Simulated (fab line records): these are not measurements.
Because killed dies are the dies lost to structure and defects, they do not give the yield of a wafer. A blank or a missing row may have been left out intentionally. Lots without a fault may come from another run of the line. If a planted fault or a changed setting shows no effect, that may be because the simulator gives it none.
What tool caused it?	flow sky130	Sampling: 12 lots, 36 wafers, 2 of 708 route steps

## WHAT THE GAUGES READ, wafer by wafer
SKY_LI_CONTACT_THK_MEAS_23: measures by xrf. Usual: LI_CONTACT_W_THK typically reads 384 nm, with standard deviation 6.5.
lot	measured	on	LI_CONTACT_W_THK (nm)	flag
L796	day 29 03:36	film_metro-03	386 383 391	
L797	day 29 05:32	film_metro-04	383 387 392	
L799	day 30 09:34	film_metro-03	395 401 403	
L800	day 30 10:42	film_metro-04	384 381 389	
L801	day 30 22:32	film_metro-04	379 377 380	
L802	day 31 06:00	film_metro-02	377 380 377	
L803	day 31 19:06	film_metro-02	377 375 375	
L807	day 32 20:38	film_metro-03	387 394 390	
L809	day 33 21:03	film_metro-03	390 381 382	
L810	day 34 04:19	film_metro-02	375 386 382	
L811	day 34 16:25	film_metro-02	383 385 384	
L819	day 37 07:15	film_metro-02	381 387 382	

## TOOL THAT RAN EACH LOT (tool first, then ch and the chambers of the sampled wafers, then the start)
lot	SKY_LI_CONTACT_CMP_02
L796	cmp-02 ch 0,1,3, day 27 21:47
L797	cmp-01 ch 0,3, day 27 23:50
L799	cmp-02 ch 0,1,2, day 29 03:23
L800	cmp-01 ch 0,1,2, day 29 03:59
L801	cmp-01 ch 0,2,3, day 29 16:34
L802	cmp-02 ch 2,3, day 29 23:58
L803	cmp-01 ch 0,2,3, day 30 13:47
L807	cmp-01 ch 0,1, day 31 17:07
L809	cmp-01 ch 0,1,3, day 32 17:20
L810	cmp-01 ch 1,3, day 33 00:20
L811	cmp-01 ch 0,1, day 33 12:41
L819	cmp-02 ch 1,2,3, day 36 03:22
- SKY_LI_CONTACT_CMP_02: polishes PSG.

## WHAT THE TOOLS THEMSELVES READ (means of the sampled wafers that have a number; where no wafer has one, the mark that the record gives instead)
SKY_LI_CONTACT_CMP_02. Usual: head_pressure_psi 4.000 psi, standard deviation 0.01; motor_current_A 11.9 A, standard deviation 0.98; retaining_ring_pressure_frac 1.000, standard deviation 0.0049; time_to_endpoint_s 33.0 s, standard deviation 2.3.
lot	tool	head_pressure_psi (psi)	motor_current_A (A)	retaining_ring_pressure_frac	time_to_endpoint_s (s)	flag
L796	cmp-02	4.002	12.1	0.999	33.3	
L797	cmp-01	3.998	11.7	0.998	31.1	
L799	cmp-02	3.996	12.9	1.003	31.3	
L800	cmp-01	4.007	11.6	1.004	32.9	
L801	cmp-01	3.996	11.4	0.998	32.4	
L802	cmp-02	4.010	10.6	1.003	31.1	
L803	cmp-01	3.990	11.2	1.005	36.7	
L807	cmp-01	4.001	11.7	1.001	33.9	
L809	cmp-01	4.000	11.7	0.996	33.6	
L810	cmp-01	3.994	11.6	0.997	35.6	
L811	cmp-01	4.007	11.6	0.993	30.4	
L819	cmp-02	4.009	12.0	0.996	32.1	

## THE ANSWER, worked out from the rows above alone
Rule: a lot counts as off when the mean over its wafers that have a number is more than 3 standard deviations away from the usual mean. Also off: a lot with no number at a reading for which 4 or more lots have one. The other lots that the step has rows for count as sound. Order of review: gauges by route order, followed by the tools' own readings, for which a lot's mean as printed above is used. At the first step where some lot is off, the reading lying furthest off is the one used; lots without a number count as furthest.
Across all readings shown, no lot is off: no conclusion can be drawn from this.

## WHAT THE SIMULATOR HAD PUT IN
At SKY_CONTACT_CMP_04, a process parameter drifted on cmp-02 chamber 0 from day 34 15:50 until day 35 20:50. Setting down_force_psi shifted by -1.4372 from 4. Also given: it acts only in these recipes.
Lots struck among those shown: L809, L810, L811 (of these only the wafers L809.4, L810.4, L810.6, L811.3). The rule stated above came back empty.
